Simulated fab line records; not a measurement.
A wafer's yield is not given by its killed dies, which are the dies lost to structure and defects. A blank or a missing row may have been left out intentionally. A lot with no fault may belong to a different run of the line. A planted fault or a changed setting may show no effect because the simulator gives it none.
fab line records | flow sky130
[record] lots = 7 | wafers = 21 | last-day = 50
route steps=708 shown POLY_GATE@222
lots that met no fault: taken from a fault-free run of the same line
start-h: start of the lot's first displayed wafer, in hours after the record's first day | wait-h: hours since the lot's step before | " the same as in the row above | L1.1+2: one row covering several wafers at once | - either no value or no given start | * or withheld: withheld | < > ~ a bound
route shown NAME@n: NAME is a module with steps in the file, n the number in the route of the first one | usual: mean/standard deviation of fault-free wafers | same: alike in all rows | chamber/n: place in a boat | sites: the reading at each site | _std_site: the standard deviation of these | _edge_site: mean of outer sites minus mean of inner sites | radius-mm: for every site, how far away it sits from the centre of the wafer | mask NAME#n: copy n | behind: the last tool/chamber to shape the wafer | hold: what put the lot on hold/how long, in hours/how the hold closed | device: the n, p or np transistor that did not switch | end of line: tests of these same wafers at the route's end | a step with no rows: only its recipe | killed: not the wafer's yield, but the dies lost to structure and defects at the first sort | map: per-die view of a wafer (x killed, . not killed, _ where there is no die)
set.NAME: the setting as run; set.NAME@STEP: as run at that earlier step | model.NAME: the simulator's own value behind a step, which no gauge read
a table for each step, a row for each wafer; lots at some steps of the route
services: from which hour (start-h, from the record's first day; less than 0 if before it) a tool's chamber was out of use, for how many hours, and why
[[steps]]
[step SKY_POLY_GATE_COAT_08]
[recipe] resist = KrF-thick | spin-rpm = 3000 | resist-thk-nm = 450
[step SKY_POLY_GATE_SOFTBAKE_09]
[recipe] temp-c = 100 | time-s = 90 | resist = KrF-thick
[step SKY_POLY_GATE_EXPOSE_10]
[recipe] mask-id = P1M | na = 0.68 | source-shape = conventional | sigma-outer = 0.6 | target-cd-nm = 150 | dose-mj = 28
[step SKY_POLY_GATE_PEB_11]
[recipe] peb-temp-c = withheld | peb-time-s = withheld | resist = KrF-thick
[step SKY_POLY_GATE_DEVELOP_12]
[recipe] develop-time-s = 60 | resist = KrF-thick | dev-temp-c = 22.05
[step SKY_POLY_GATE_CD_MEAS_13]
[recipe] target-cd-nm = 150
[usual] cd-nm = 150.1/1.3
lot.wafer | tool      | chamber | start-h | wait-h | cd-nm
L528.2    | cd-sem-02 | -       | 394.22  | -      | 148.3
L528.3    | "         | -       | "       | "      | 148.2
L528.6    | "         | -       | "       | "      | 148.0
L536.2    | cd-sem-02 | -       | 466.77  | -      | 150.5
L536.3    | "         | -       | "       | "      | 149.9
L536.4    | "         | -       | "       | "      | 150.9
L537.3    | cd-sem-01 | -       | 479.71  | -      | 154.0
L537.4    | "         | -       | "       | "      | 153.2
L537.5    | "         | -       | "       | "      | 154.0
L538.2    | cd-sem-02 | -       | 490.39  | -      | 149.6
L538.3    | "         | -       | "       | "      | 149.8
L538.4    | "         | -       | "       | "      | 150.0
L539.1    | cd-sem-01 | -       | 493.13  | -      | 149.6
L539.4    | "         | -       | "       | "      | 149.3
L539.6    | "         | -       | "       | "      | 149.9
L542.3    | cd-sem-02 | -       | 516.89  | -      | 150.9
L542.5    | "         | -       | "       | "      | 149.9
L542.6    | "         | -       | "       | "      | 150.1
L548.2    | cd-sem-02 | -       | 568.40  | -      | 152.0
L548.4    | "         | -       | "       | "      | 150.5
L548.6    | "         | -       | "       | "      | 150.2
[step SKY_POLY_GATE_OVL_MEAS_14]
[usual] POLY_GATE_OVL = -2/6.4
lot.wafer | tool       | chamber | start-h | wait-h | POLY_GATE_OVL[nm]
L528.2    | overlay-02 | -       | 394.33  | 0.1    | -5
L528.3    | "          | -       | "       | "      | -5
L528.6    | "          | -       | "       | "      | -4
L536.2    | overlay-02 | -       | 466.88  | 0.1    | -4
L536.3    | "          | -       | "       | "      | -4
L536.4    | "          | -       | "       | "      | -1
L537.3    | overlay-02 | -       | 479.80  | 0.1    | -2
L537.4    | "          | -       | "       | "      | -2
L537.5    | "          | -       | "       | "      | -6
L538.2    | overlay-01 | -       | 490.50  | 0.1    | -2
L538.3    | "          | -       | "       | "      | 2
L538.4    | "          | -       | "       | "      | 4
L539.1    | overlay-01 | -       | 493.25  | 0.1    | -4
L539.4    | "          | -       | "       | "      | 0
L539.6    | "          | -       | "       | "      | -6
L542.3    | overlay-02 | -       | 516.98  | 0.1    | -4
L542.5    | "          | -       | "       | "      | -3
L542.6    | "          | -       | "       | "      | -6
L548.2    | overlay-01 | -       | 568.51  | 0.1    | 3
L548.4    | "          | -       | "       | "      | 6
L548.6    | "          | -       | "       | "      | -2
[step SKY_POLY_GATE_ETCH_15]
[recipe] chemistry = N2/H2 | target = BARC | ion-energy-ev = 200 | source-w = 500 | bias-w = 100 | pressure-mtorr = 30 | n2-flow-sccm = 100 | h2-flow-sccm = 200 | stop-on = SiO2 | time-s = 118.5 | target-depth-a = 1100
[usual] chamber-pressure-mTorr = 30.00/0.035 | drypump-motor-current-A = 5.7/0.56 | oes-product-au = 0.716/0.0041 | throttle-valve-pct = 13.212/0.0092
lot.wafer | tool        | chamber | start-h | wait-h | chamber-pressure-mTorr | drypump-motor-current-A | oes-product-au | rf-hours-counter-h | throttle-valve-pct
L528.2    | rie-diel-03 | 2       | 394.36  | 0.0    | 30.01                  | 6.6                     | 0.717          | 2                  | 13.228
L528.3    | "           | 1       | "       | "      | 29.98                  | 5.5                     | 0.716          | 30                 | 13.216
L528.6    | "           | 1       | "       | "      | 29.97                  | 5.5                     | 0.717          | -                  | 13.223
L536.2    | rie-diel-03 | 2       | 466.91  | 0.0    | 29.96                  | 6.6                     | 0.713          | 4                  | 13.207
L536.3    | "           | 1       | "       | "      | 30.04                  | 5.5                     | 0.722          | 32                 | 13.213
L536.4    | "           | 0       | "       | "      | 30.00                  | 5.8                     | 0.710          | 13                 | 13.214
L537.3    | rie-diel-03 | 0       | 479.83  | 0.0    | 30.00                  | 5.8                     | 0.716          | 13                 | 13.207
L537.4    | "           | 2       | "       | "      | 30.01                  | 6.5                     | 0.717          | 4                  | 13.204
L537.5    | "           | 0       | "       | "      | 30.00                  | 5.8                     | 0.711          | -                  | 13.220
L538.2    | rie-diel-04 | 0       | 490.53  | 0.0    | 30.02                  | 5.5                     | 0.716          | 82                 | 13.209
L538.3    | "           | 2       | "       | "      | 30.00                  | 5.1                     | 0.717          | 37                 | 13.220
L538.4    | "           | 3       | "       | "      | 30.00                  | 6.6                     | 0.718          | 9                  | 13.195
L539.1    | rie-diel-04 | 0       | 493.29  | 0.0    | 30.00                  | 5.5                     | 0.719          | 82                 | 13.217
L539.4    | "           | 3       | "       | "      | 30.01                  | 6.6                     | 0.711          | 9                  | 13.198
L539.6    | "           | 2       | "       | "      | 29.95                  | 5.1                     | 0.718          | -                  | 13.211
L542.3    | rie-diel-04 | 1       | 517.01  | 0.0    | 29.99                  | 5.9                     | 0.716          | 9                  | 13.204
L542.5    | "           | 0       | "       | "      | 29.99                  | 5.5                     | 0.720          | -                  | 13.204
L542.6    | "           | 1       | "       | "      | 29.99                  | 5.9                     | 0.713          | -                  | 13.212
L548.2    | rie-diel-03 | 1       | 568.54  | 0.0    | 30.01                  | 5.5                     | 0.710          | 34                 | 13.196
L548.4    | "           | 0       | "       | "      | 30.02                  | 5.8                     | 0.712          | 14                 | 13.222
L548.6    | "           | 0       | "       | "      | 29.96                  | 5.8                     | 0.713          | -                  | 13.211
[step SKY_POLY_GATE_ETCH_16]
[recipe] stop-on = poly-Si | chemistry = CH3F/O2 | target = Si3N4 | source-w = 400 | bias-w = 80 | pressure-mtorr = 25 | ch3f-flow-sccm = 40 | O2_flow_sccm = 30 | time-s = 147.5 | target-depth-a = 750
[usual] chamber-pressure-mTorr = 25.002/0.023 | drypump-motor-current-A = 5.7/0.56 | oes-product-au = 0.640/0.005 | throttle-valve-pct = 10.534/0.0088
lot.wafer | tool        | chamber | start-h | wait-h | chamber-pressure-mTorr | drypump-motor-current-A | oes-product-au | rf-hours-counter-h | throttle-valve-pct
L528.2    | rie-diel-03 | 2       | 394.44  | 0.0    | 25.051                 | 6.5                     | 0.642          | 2                  | 10.542
L528.3    | "           | 1       | "       | "      | 24.991                 | 5.4                     | 0.634          | 30                 | 10.528
L528.6    | "           | 1       | "       | "      | 24.980                 | 5.4                     | 0.643          | -                  | 10.532
L536.2    | rie-diel-03 | 2       | 466.99  | 0.0    | 25.033                 | 6.5                     | 0.636          | 4                  | 10.530
L536.3    | "           | 1       | "       | "      | 24.997                 | 5.4                     | 0.635          | 32                 | 10.532
L536.4    | "           | 0       | "       | "      | 24.967                 | 5.8                     | 0.641          | 13                 | 10.527
L537.3    | rie-diel-03 | 0       | 479.91  | 0.0    | 24.998                 | 5.8                     | 0.628          | 13                 | 10.531
L537.4    | "           | 2       | "       | "      | 25.013                 | 6.5                     | 0.644          | 4                  | 10.531
L537.5    | "           | 0       | "       | "      | 25.001                 | 5.8                     | 0.635          | -                  | 10.527
L538.2    | rie-diel-04 | 0       | 490.61  | 0.0    | 24.982                 | 5.5                     | 0.640          | 82                 | 10.544
L538.3    | "           | 2       | "       | "      | 25.005                 | 5.1                     | 0.636          | 37                 | 10.539
L538.4    | "           | 3       | "       | "      | 25.025                 | 6.6                     | 0.643          | 9                  | 10.531
L539.1    | rie-diel-04 | 0       | 493.37  | 0.0    | 24.954                 | 5.5                     | 0.637          | 82                 | 10.541
L539.4    | "           | 3       | "       | "      | 24.981                 | 6.6                     | 0.633          | 9                  | 10.525
L539.6    | "           | 2       | "       | "      | 25.019                 | 5.1                     | 0.639          | -                  | 10.534
L542.3    | rie-diel-04 | 1       | 517.09  | 0.0    | 25.021                 | 6.0                     | 0.642          | 10                 | 10.544
L542.5    | "           | 0       | "       | "      | 25.011                 | 5.5                     | 0.645          | -                  | 10.535
L542.6    | "           | 1       | "       | "      | 24.971                 | 5.9                     | 0.646          | -                  | 10.535
L548.2    | rie-diel-03 | 1       | 568.62  | 0.0    | 24.980                 | 5.4                     | 0.640          | 34                 | 10.535
L548.4    | "           | 0       | "       | "      | 24.988                 | 5.8                     | 0.645          | 15                 | 10.528
L548.6    | "           | 0       | "       | "      | 24.995                 | 5.8                     | 0.650          | -                  | 10.523
[step SKY_POLY_GATE_ETCH_17]
[recipe] target-depth-nm = 180 | stop-on = SiO2 | over-etch-frac = 0.56667 | chemistry = HBr/Cl2 | target = poly-Si | icp-w = 400 | bias-w = 100 | pressure-mtorr = 10 | HBr_flow_sccm = 150 | Cl2_flow_sccm = 50 | time-s = 70.5
[usual] chamber-pressure-mTorr = 9.999/0.009 | drypump-motor-current-A = 5.6/0.31 | he-backside-leak-sccm = 2.67/0.22 | oes-product-au = 0.975/0.0074 | throttle-valve-pct = 33.685/0.0089
lot.wafer | tool      | chamber | start-h | wait-h | chamber-pressure-mTorr | drypump-motor-current-A | he-backside-leak-sccm | oes-product-au | rf-hours-counter-h | throttle-valve-pct
L528.2    | rie-si-02 | 0       | 394.54  | 0.0    | 10.013                 | 5.9                     | 2.81                  | 0.991          | 30                 | 33.687
L528.3    | "         | 2       | "       | "      | 10.000                 | 5.9                     | 2.66                  | 0.985          | 6                  | 33.698
L528.6    | "         | 1       | "       | "      | 10.011                 | 5.4                     | 2.93                  | 0.976          | -                  | 33.681
L536.2    | rie-si-02 | 3       | 467.09  | 0.0    | 9.993                  | 5.7                     | 2.42                  | 0.975          | 1                  | 33.680
L536.3    | "         | 2       | "       | "      | 9.997                  | 5.9                     | 2.81                  | 0.965          | 6                  | 33.674
L536.4    | "         | 0       | "       | "      | 10.006                 | 5.9                     | 2.66                  | 0.969          | 31                 | 33.690
L537.3    | rie-si-01 | 2       | 480.01  | 0.0    | 10.000                 | 5.3                     | 2.72                  | 0.979          | 0                  | 33.703
L537.4    | "         | 1       | "       | "      | 9.996                  | 5.8                     | 2.91                  | 0.966          | 51                 | 33.681
L537.5    | "         | 3       | "       | "      | 9.997                  | 5.1                     | 2.46                  | 0.967          | -                  | 33.687
L538.2    | rie-si-02 | 0       | 490.71  | 0.0    | 9.994                  | 5.9                     | 2.73                  | 0.982          | 31                 | 33.701
L538.3    | "         | 1       | "       | "      | 9.990                  | 5.4                     | 2.93                  | 0.972          | 5                  | 33.679
L538.4    | "         | 2       | "       | "      | 9.991                  | 5.9                     | 2.76                  | 0.967          | 6                  | 33.687
L539.1    | rie-si-01 | 2       | 493.47  | 0.0    | 9.986                  | 5.3                     | 2.57                  | 0.964          | 0                  | 33.688
L539.4    | "         | 3       | "       | "      | 9.991                  | 5.1                     | 2.43                  | 0.970          | 3                  | 33.680
L539.6    | "         | 2       | "       | "      | 10.004                 | 5.2                     | 2.34                  | 0.975          | -                  | 33.699
L542.3    | rie-si-02 | 2       | 517.19  | 0.0    | 9.999                  | 5.9                     | 3.58                  | 0.967          | 6                  | 33.685
L542.5    | "         | 2       | "       | "      | 9.995                  | 6.0                     | 2.94                  | 0.970          | -                  | 33.679
L542.6    | "         | 3       | "       | "      | 9.998                  | 5.8                     | 2.42                  | 0.964          | -                  | 33.678
L548.2    | rie-si-02 | 3       | 568.72  | 0.0    | 10.002                 | 5.8                     | 2.50                  | 0.984          | 1                  | 33.690
L548.4    | "         | 0       | "       | "      | 10.007                 | 5.9                     | 2.75                  | 0.972          | 31                 | 33.687
L548.6    | "         | 0       | "       | "      | 10.005                 | 5.9                     | 2.74                  | 0.979          | -                  | 33.680
[step SKY_POLY_GATE_STRIP_18]
[recipe] chemistry = O2/N2 | power-w = 1400 | pressure-mtorr = 1500 | platen-temp-c = withheld | o2-flow-sccm = 3000 | n2-flow-sccm = 300 | overash-fraction = 0.5
[usual] chamber-pressure-mTorr = 1500.1/1.4 | drypump-motor-current-A = 5.7/0.52 | oes-product-au = 0.361/0.0047 | strip-time-to-endpoint-s = 3.160/0.027
lot.wafer | tool            | chamber | start-h | wait-h | chamber-pressure-mTorr | drypump-motor-current-A | oes-product-au | rf-hours-counter-h | strip-time-to-endpoint-s
L528.2    | plasma-asher-02 | 1       | 394.59  | 0.0    | 1499.7                 | 5.3                     | 0.361          | 29                 | 3.119
L528.3    | "               | 1       | "       | "      | 1498.8                 | 5.3                     | 0.357          | -                  | 3.116
L528.6    | "               | 0       | "       | "      | 1500.1                 | 5.7                     | 0.358          | -                  | 3.145
L536.2    | plasma-asher-03 | 0       | 467.14  | 0.0    | 1498.1                 | 4.9                     | 0.360          | 62                 | 3.148
L536.3    | "               | 0       | "       | "      | 1502.5                 | 4.9                     | 0.366          | -                  | 3.166
L536.4    | "               | 1       | "       | "      | 1499.1                 | 5.9                     | 0.360          | -                  | 3.148
L537.3    | plasma-asher-02 | 1       | 480.10  | 0.1    | 1499.5                 | 5.3                     | 0.361          | -                  | 3.173
L537.4    | "               | 0       | "       | "      | 1499.0                 | 5.7                     | 0.359          | -                  | 3.186
L537.5    | "               | 0       | "       | "      | 1499.5                 | 5.6                     | 0.361          | -                  | 3.199
L538.2    | plasma-asher-02 | 1       | 490.77  | 0.0    | 1501.1                 | 5.3                     | 0.358          | 37                 | 3.147
L538.3    | "               | 0       | "       | "      | 1502.2                 | 5.7                     | 0.362          | -                  | 3.200
L538.4    | "               | 1       | "       | "      | 1500.0                 | 5.3                     | 0.361          | -                  | 3.171
L539.1    | plasma-asher-01 | 0       | 493.53  | 0.0    | 1501.9                 | 6.5                     | 0.353          | 6                  | 3.140
L539.4    | "               | 0       | "       | "      | 1500.1                 | 6.5                     | 0.363          | -                  | 3.147
L539.6    | "               | 1       | "       | "      | 1499.4                 | 6.1                     | 0.360          | -                  | 3.140
L542.3    | plasma-asher-02 | 1       | 517.28  | 0.1    | 1500.3                 | 5.3                     | 0.359          | -                  | 3.168
L542.5    | "               | 1       | "       | "      | 1500.8                 | 5.3                     | 0.362          | -                  | 3.171
L542.6    | "               | 0       | "       | "      | 1499.6                 | 5.6                     | 0.372          | -                  | 3.192
L548.2    | plasma-asher-03 | 1       | 568.78  | 0.0    | 1496.3                 | 5.9                     | 0.358          | 73                 | 3.174
L548.4    | "               | 0       | "       | "      | 1499.1                 | 4.9                     | 0.362          | -                  | 3.160
L548.6    | "               | 1       | "       | "      | 1496.5                 | 5.9                     | 0.354          | -                  | 3.153
[step SKY_POLY_GATE_CLEAN_19]
[recipe] chemistry = SC1/SC2 | mix = 1:4:20 | temp-c = 70 | time-s = 150 | dry = n2-spin
[step SKY_POLY_GATE_OXIDATION_20]
[recipe] temp-c = 850 | ambient = O2 | stabilise-s = 600 | purge-s = 300 | target-thk-a = 40 | ox-time-s = 899
[usual] ox-temp-c = 850.0/0.35 | ox-temp-c-max = 854.4/1 | zone-power-upper-pct = 14.8/0.55
lot.wafer | tool       | chamber | start-h | wait-h | ox-temp-c | ox-temp-c-max | zone-power-upper-pct
L528.2    | furnace-02 | 0       | 394.74  | 0.0    | 850.8     | 855.2         | 14.0
L528.3    | "          | 0       | "       | "      | 850.3     | 854.1         | 14.2
L528.6    | "          | 0       | "       | "      | 851.1     | 854.6         | 14.2
L536.2    | furnace-02 | 0       | 467.89  | 0.6    | 849.8     | 852.8         | 14.1
L536.3    | "          | 0       | "       | "      | 850.2     | 855.7         | 14.2
L536.4    | "          | 0       | "       | "      | 849.8     | 852.8         | 14.1
L537.3    | furnace-02 | -       | 480.22  | 0.0    | -         | -             | -
L537.4    | "          | -       | "       | "      | -         | -             | -
L537.5    | "          | -       | "       | "      | -         | -             | -
L538.2    | furnace-01 | -       | 490.92  | 0.0    | -         | -             | -
L538.3    | "          | -       | "       | "      | -         | -             | -
L538.4    | "          | -       | "       | "      | -         | -             | -
L539.1    | furnace-02 | -       | 493.68  | 0.0    | -         | -             | -
L539.4    | "          | -       | "       | "      | -         | -             | -
L539.6    | "          | -       | "       | "      | -         | -             | -
L542.3    | furnace-01 | 0       | 517.39  | 0.0    | 849.9     | 854.3         | 15.2
L542.5    | "          | 0       | "       | "      | 849.6     | 854.3         | 15.2
L542.6    | "          | 0       | "       | "      | 850.5     | 854.6         | 15.1
L548.2    | furnace-02 | 0       | 568.93  | 0.0    | 850.1     | 853.3         | 14.1
L548.4    | "          | 0       | "       | "      | 850.1     | 853.9         | 14.2
L548.6    | "          | 0       | "       | "      | 850.2     | 853.7         | 14.3
[step SKY_POLY_GATE_CD_MEAS_22]
[usual] cd-nm = 149.9/1.8
lot.wafer | tool      | chamber | start-h | wait-h | cd-nm
L528.2    | cd-sem-01 | -       | 396.08  | 0.1    | 149.7
L528.3    | "         | -       | "       | "      | 147.3
L528.6    | "         | -       | "       | "      | 147.9
L536.2    | cd-sem-02 | -       | 469.23  | 0.1    | 151.0
L536.3    | "         | -       | "       | "      | 148.2
L536.4    | "         | -       | "       | "      | 152.5
L537.3    | cd-sem-02 | -       | 481.58  | 0.1    | 153.7
L537.4    | "         | -       | "       | "      | 152.5
L537.5    | "         | -       | "       | "      | 154.5
L538.2    | cd-sem-02 | -       | 492.25  | 0.1    | 150.5
L538.3    | "         | -       | "       | "      | 150.6
L538.4    | "         | -       | "       | "      | 149.7
L539.1    | cd-sem-02 | -       | 494.99  | 0.1    | 148.9
L539.4    | "         | -       | "       | "      | 150.1
L539.6    | "         | -       | "       | "      | 150.0
L542.3    | cd-sem-01 | -       | 518.76  | 0.1    | 149.6
L542.5    | "         | -       | "       | "      | 151.2
L542.6    | "         | -       | "       | "      | 148.9
L548.2    | cd-sem-01 | -       | 570.27  | 0.1    | 152.6
L548.4    | "         | -       | "       | "      | 152.9
L548.6    | "         | -       | "       | "      | 152.7
[[services]]
tool            | chamber | start-h | hours | kind
rie-si-02       | 3       | 370.41  | -     | clean
plasma-asher-03 | -       | 376.81  | 0.8   | repair
rie-si-02       | -       | 395.87  | 2.8   | pm
rie-si-02       | 2       | 399.35  | 0.9   | repair
plasma-asher-03 | -       | 404.21  | 0.4   | repair
plasma-asher-01 | -       | 421.25  | 9.0   | pm
plasma-asher-02 | -       | 425.99  | 15.6  | repair
rie-si-02       | 1       | 431.93  | 5.6   | repair
furnace-01      | -       | 448.47  | 2.9   | pm
rie-si-02       | 1       | 449.21  | 2.2   | repair
plasma-asher-01 | -       | 462.33  | 2.8   | pm
rie-diel-03     | 0       | 481.24  | 1.3   | repair
rie-si-02       | 3       | 495.15  | 3.4   | repair
rie-diel-03     | 3       | 527.72  | 5.1   | repair
furnace-02      | -       | 530.78  | 3.1   | pm
furnace-01      | -       | 535.17  | 4.3   | pm
rie-diel-03     | 2       | 536.36  | 1.2   | repair
rie-si-01       | 3       | 539.25  | 2.4   | repair
rie-diel-04     | 0       | 552.48  | -     | clean
rie-diel-04     | 0       | 552.48  | 15.6  | scheduled-down
rie-diel-04     | 0       | 552.48  | 15.6  | vent-cycle
rie-diel-03     | -       | 562.83  | 2.8   | pm
rie-diel-04     | -       | 563.88  | 0.5   | repair
rie-si-02       | -       | 566.19  | 1.1   | repair
[[key]]
[first-sign] step = SKY_POLY_GATE_OXIDATION_20 | reading = tool-record | direction = missing
effect none on later readings
met-at SKY_POLY_GATE_OXIDATION_20
struck-wafers L537.3,L537.4,L537.5,L538.2,L538.3,L538.4,L539.1,L539.4,L539.6
later-rows-left-out L537.3,L537.4,L537.5,L538.2,L538.3,L538.4,L539.1,L539.4,L539.6
sort-left-out L537.3,L537.4,L537.5,L538.2,L538.3,L538.4,L539.1,L539.4,L539.6
tester-left-out L537,L538,L539
onset-between 467.89 480.22
[fault] kind = skipped-step-whole | tool = furnace-01,furnace-02 | chamber = - | onset-h = 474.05 | steps = SKY_POLY_GATE_OXIDATION_20 | scope = struck-lots-only
// tester-left-out: of these lots the tester's yield and bins aren't shown, on N5 and GAA mostly nor the transistor test; their killed dies are dies lost to structure and defects alone, not to doping, threshold or leakage, so they don't give the yield
// sort-left-out: the simulated sort isn't trusted on such a fault, so these wafers' sort isn't shown, and their yield isn't known
// later-rows-left-out: the simulator's readings of these wafers behind a module that went badly wrong aren't trusted and aren't shown, but for the sort
